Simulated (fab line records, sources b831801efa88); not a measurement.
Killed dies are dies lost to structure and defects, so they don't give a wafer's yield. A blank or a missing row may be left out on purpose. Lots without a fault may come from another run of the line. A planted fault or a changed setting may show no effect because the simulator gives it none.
One fault seen from 2 desks | flow gf180mcu | each desk has only its own numbers; what lay behind them comes last

THE TOOL OWNER'S DESK: pecvd-02
The tool's own readings at GF_PASSIVATION_CVD_00 (deposits SiO2 from TEOS, target thk 1000 nm, time 111.95 s): means of the sampled wafers that have a number, for each lot that ran on this tool. A lot is out of limits, marked OUT, if its mean lies more than 4 standard deviations from the usual mean; the brackets give that distance.
Columns: A = heater_power_outer_w at GF_PASSIVATION_CVD_00, usual 422 W; B = heater_power_w at GF_PASSIVATION_CVD_00, usual 708 W; C = rf_fwd_power_W at GF_PASSIVATION_CVD_00, usual 596.7 W
lot  | first seen here | A   | B   | C
L803 | day 28 06:21    | 483 | 742 | 598.5
L810 | day 30 16:53    | 412 | 647 | 598.2
L811 | day 31 00:41    | 470 | 724 | 595.9
L815 | day 31 22:19    | 417 | 653 | 838.2 (+99 or more) OUT
L818 | day 32 17:28    | 416 | 649 | 837.5 (+99 or more) OUT
L820 | day 33 03:58    | 386 | 610 | 836.1 (+99 or more) OUT
This desk's finding: out of limits on L815, L818, L820; first on L815, day 31 22:19 (rf_fwd_power_W at GF_PASSIVATION_CVD_00). In limits: L803, L810, L811.

THE METROLOGY DESK
What the gauges read, lot by lot, whatever tool the lot ran on: means of the sampled wafers that have a number. A lot is out of limits, marked OUT, if its mean lies more than 4 standard deviations from the usual mean; the brackets give that distance.
Columns: A = PASSIVATION_CVD_00_THK at GF_PASSIVATION_THK_MEAS_01, usual 1004 nm; B = PASSIVATION_CVD_02_THK at GF_PASSIVATION_THK_MEAS_03, usual 702 nm
lot  | first seen here | A               | B
L802 | day 28 00:37    | 1019            | 698
L803 | day 28 06:26    | 1013            | 708
L810 | day 30 16:59    | 1011            | 712
L809 | day 30 19:55    | 1007            | 704
L811 | day 31 00:47    | 1004            | 709
L813 | day 31 09:40    | 994             | 698
L815 | day 31 22:25    | 1114 (+6.5) OUT | 703
L818 | day 32 17:34    | 1114 (+6.5) OUT | 709
L820 | day 33 04:03    | 1118 (+6.7) OUT | 695
L819 | day 33 05:56    | 987             | 713
L824 | day 34 04:04    | 1014            | 697
L825 | day 34 11:25    | 1017            | 694
This desk's finding: out of limits on L815, L818, L820; first on L815, day 31 22:25 (PASSIVATION_CVD_00_THK at GF_PASSIVATION_THK_MEAS_01). In limits: L802, L803, L810, L809, L811, L813, L819, L824, L825.

PUT TOGETHER
The tool owner's desk could have raised an alarm at day 31 22:19, on L815, L818, L820.
The metrology desk could have raised an alarm at day 31 22:25, on L815, L818, L820.
Of the lots named, all ran GF_PASSIVATION_CVD_00 on pecvd-02.

WHAT THE SIMULATOR HAD PUT IN
Process parameter drift: pecvd-02, from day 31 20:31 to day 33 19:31, at GF_PASSIVATION_CVD_00. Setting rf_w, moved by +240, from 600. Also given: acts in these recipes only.
Lots struck among those shown: L815, L818, L820.
Hours from the fault's start to each desk's first reading out of limits: the tool owner's desk, 2; the metrology desk, 2.
